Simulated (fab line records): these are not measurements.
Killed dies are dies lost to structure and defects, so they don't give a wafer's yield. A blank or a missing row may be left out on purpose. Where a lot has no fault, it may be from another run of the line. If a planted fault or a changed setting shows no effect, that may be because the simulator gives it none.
Which tool did it?	flow gf180mcu	Sampling: 14 lots, 42 wafers, 6 of 602 route steps

## WHAT EACH GAUGE READ, for each wafer
GF_VT_IMPLANT_RS_MEAS_46: uses a four-point probe to measure.
lot	measured	on	MVSD_RS (ohm/sq)
L261	day 7 14:43	film metro-01	456.2 456.3 455.2
L262	day 7 15:45	film metro-04	457.9 456.9 458.4
L264	day 8 05:14	film metro-03	455.9 457.3 457.1
L265	day 8 10:42	film metro-03	455.3 455.3 455.0
L268	day 9 18:31	film metro-01	455.7 455.9 454.3
L270	day 10 08:55	film metro-03	454.6 456.0 454.5
L276	day 11 15:39	film metro-03	458.6 456.7 456.0
L277	day 11 20:43	film metro-01	456.7 457.3 457.5
L278	day 12 03:09	film metro-03	454.8 455.1 454.2
L279	day 12 13:53	film metro-01	454.0 453.8 454.3
L280	day 13 02:41	film metro-01	454.0 454.8 454.3
L281	day 13 11:11	film metro-04	457.1 456.5 456.7
L282	day 13 19:14	film metro-04	458.4 457.7 457.7
L284	day 14 14:05	film metro-01	456.3 455.7 455.2

GF_POLY_GATE_CD_MEAS_10: the cd target is 280 nm.
lot	measured	on	cd nm (nm)
L261	day 9 08:56	cd sem-01	278.0 278.9 278.8
L262	day 9 07:03	cd sem-02	282.8 281.6 281.0
L264	day 9 20:56	cd sem-01	281.3 281.8 282.3
L265	day 10 02:46	cd sem-01	278.1 279.5 280.4
L268	day 11 13:35	cd sem-02	279.8 279.5 279.6
L270	day 12 07:03	cd sem-02	278.9 278.9 278.5
L276	day 13 12:41	cd sem-01	280.1 280.2 279.7
L277	day 13 17:47	cd sem-01	280.9 280.3 280.0
L278	day 13 23:35	cd sem-01	284.4 283.5 283.3
L279	day 14 13:36	cd sem-01	279.1 279.1 278.2
L280	day 15 00:51	cd sem-01	281.2 281.4 280.1
L281	day 15 09:31	cd sem-02	279.8 279.4 280.1
L282	day 15 20:13	cd sem-02	279.6 279.4 279.2
L284	day 16 17:18	cd sem-02	278.9 278.8 278.8

GF_HV_LDD_TW_MEAS_11.
lot	measured	on	HV_LDD_TW
L261	day 10 04:46	film metro-03	2433 2428 2438
L262	day 10 03:11	film metro-01	2438 2440 2436
L264	day 10 17:45	film metro-04	2415 2414 2415
L265	day 10 21:46	film metro-01	2433 2434 2443
L268	day 12 10:54	film metro-04	30 30 30
L270	day 13 05:00	film metro-01	30 30 30
L276	day 14 11:32	film metro-04	2387 2386 2387
L277	day 14 16:04	film metro-03	2414 2395 2420
L278	day 14 23:38	film metro-03	2420 2420 2408
L279	day 15 12:10	film metro-01	2449 2450 2445
L280	day 16 00:14	film metro-01	2446 2441 2450
L281	day 16 10:34	film metro-04	2368 2371 2367
L282	day 16 20:49	film metro-03	2430 2421 2423
L284	day 17 18:44	film metro-04	2391 2386 2381

GF_HV_LDD_RS_MEAS_53: uses a four-point probe to measure.
lot	measured	on	HV_LDD_RS (ohm/sq)
L261	day 12 12:20	film metro-01	416.8 417.8 418.3
L262	day 12 11:21	film metro-03	418.3 419.6 419.0
L264	day 13 02:58	film metro-03	418.4 417.3 417.8
L265	day 13 07:38	film metro-01	419.0 417.5 417.0
L268	day 15 00:30	film metro-04	882.5 883.0 881.3
L270	day 15 21:03	film metro-04	885.0 885.2 885.1
L276	day 17 05:51	film metro-04	419.2 418.6 419.9
L277	day 17 10:41	film metro-03	418.5 418.3 418.4
L278	day 17 19:13	film metro-04	419.0 419.3 419.2
L279	day 18 07:07	film metro-04	418.2 417.7 418.8
L280	day 18 22:32	film metro-04	417.1 418.8 418.7
L281	day 19 10:06	film metro-04	420.0 420.9 420.9
L282	day 19 22:06	film metro-01	418.5 420.4 419.0
L284	day 20 19:50	film metro-04	417.4 418.4 419.2

## WHAT TOOL EACH LOT RAN ON (gives the tool, then ch and the chambers of the sampled wafers, and finally the start)
lot	GF_POLY_GATE_STRIP_14	GF_HV_LDD_IMPLANT_09
L261	plasma asher-04 ch 0,1, day 9 09:11	implanter-01 ch 0, day 10 04:33
L262	plasma asher-02 ch 0,1, day 9 07:17	implanter-02 ch 0, day 10 02:58
L264	plasma asher-04 ch 0,1, day 9 21:11	implanter-02 ch 0, day 10 17:30
L265	plasma asher-02 ch 0,1, day 10 03:01	implanter-03 ch 0, day 10 21:32
L268	plasma asher-01 ch 1, day 11 13:49	implanter-03, day 12 10:40
L270	plasma asher-04 ch 0,1, day 12 07:17	implanter-03, day 13 04:46
L276	plasma asher-01 ch 0,1, day 13 12:55	implanter-02 ch 0, day 14 11:19
L277	plasma asher-02 ch 0,1, day 13 18:01	implanter-03 ch 0, day 14 15:50
L278	plasma asher-01 ch 0,1, day 13 23:50	implanter-02 ch 0, day 14 23:23
L279	plasma asher-02 ch 0,1, day 14 13:51	implanter-03 ch 0, day 15 11:57
L280	plasma asher-02 ch 0,1, day 15 01:07	implanter-03 ch 0, day 15 23:59
L281	plasma asher-04 ch 0,1, day 15 09:46	implanter-01 ch 0, day 16 10:20
L282	plasma asher-04 ch 0,1, day 15 20:28	implanter-02 ch 0, day 16 20:35
L284	plasma asher-02 ch 0,1, day 16 17:34	implanter-03 ch 0, day 17 18:29
- GF_POLY_GATE_STRIP_14: strips in O2/N2.
- GF_HV_LDD_IMPLANT_09

## WHAT THE TOOLS THEMSELVES READ (means of the sampled wafers that have a number; where no wafer has one, the mark that the record gives instead)
GF_POLY_GATE_STRIP_14.
lot	tool	drypump motor current A (A)	heater power w (W)	o2 flow sccm (sccm)	oes product au (a.u.)
L261	plasma asher-04	5.78	321	3008	0.504
L262	plasma asher-02	6.09	337	2995	0.503
L264	plasma asher-04	6.01	297	2999	0.509
L265	plasma asher-02	6.11	330	2999	0.507
L268	plasma asher-01	6.01	348	2998	0.507
L270	plasma asher-04	5.77	327	3007	0.504
L276	plasma asher-01	5.79	324	3003	0.506
L277	plasma asher-02	6.02	366	3001	0.503
L278	plasma asher-01	5.90	333	3005	0.510
L279	plasma asher-02	6.02	378	3004	0.501
L280	plasma asher-02	6.00	369	2996	0.504
L281	plasma asher-04	5.78	321	2994	0.502
L282	plasma asher-04	6.02	300	2994	0.505
L284	plasma asher-02	6.11	330	2994	0.508

GF_HV_LDD_IMPLANT_09.
lot	tool	beam energy keV	beam on s (s)
L261	implanter-01	40.007	9.86
L262	implanter-02	40.001	9.86
L264	implanter-02	39.992	9.87
L265	implanter-03	39.993	9.95
L268	implanter-03	-	-
L270	implanter-03	-	-
L276	implanter-02	40.005	9.97
L277	implanter-03	39.995	9.89
L278	implanter-02	40.018	10.06
L279	implanter-03	39.993	10.10
L280	implanter-03	39.996	10.09
L281	implanter-01	39.984	9.87
L282	implanter-02	39.992	9.94
L284	implanter-03	40.007	10.17

## THE ANSWER, worked out from the rows above alone
Rule: usual is defined by the lots themselves. The widest of any qualifying gaps counts: lots, ordered by their means at a reading, are off when they make up no more than a third of the lots, leave a main group of 4 or more, and stand apart from it by 3 or more times the standard deviation of that group's means. The tables above print the reading to a certain number of digits; a main group whose means all agree to those digits is not used. Also off: a lot with no number at a reading for which 4 or more lots have one. Where the step has rows for the other lots, those lots are counted as sound. Order of review: gauges by route order, followed by the tools' own readings, for which a lot's mean as printed above is used. The first step at which some lot is off is used, and at that step the reading that is off furthest; a lot without a number counts as furthest.
Off: L268, L270, at GF_HV_LDD_TW_MEAS_11 (HV_LDD_TW). Main group: mean 2417, sd 24.
If a tool, at a process step before that reading, ran all the lots that are off and no sound lot after the first of them, it fits. The gauges at GF_HV_LDD_TW_MEAS_11 aren't tried: what is off there is off at GF_HV_LDD_IMPLANT_09 too, on other tools, and a gauge's error can't cause that. Not one of the candidates tried fits.

## WHAT THE SIMULATOR HAD INSERTED
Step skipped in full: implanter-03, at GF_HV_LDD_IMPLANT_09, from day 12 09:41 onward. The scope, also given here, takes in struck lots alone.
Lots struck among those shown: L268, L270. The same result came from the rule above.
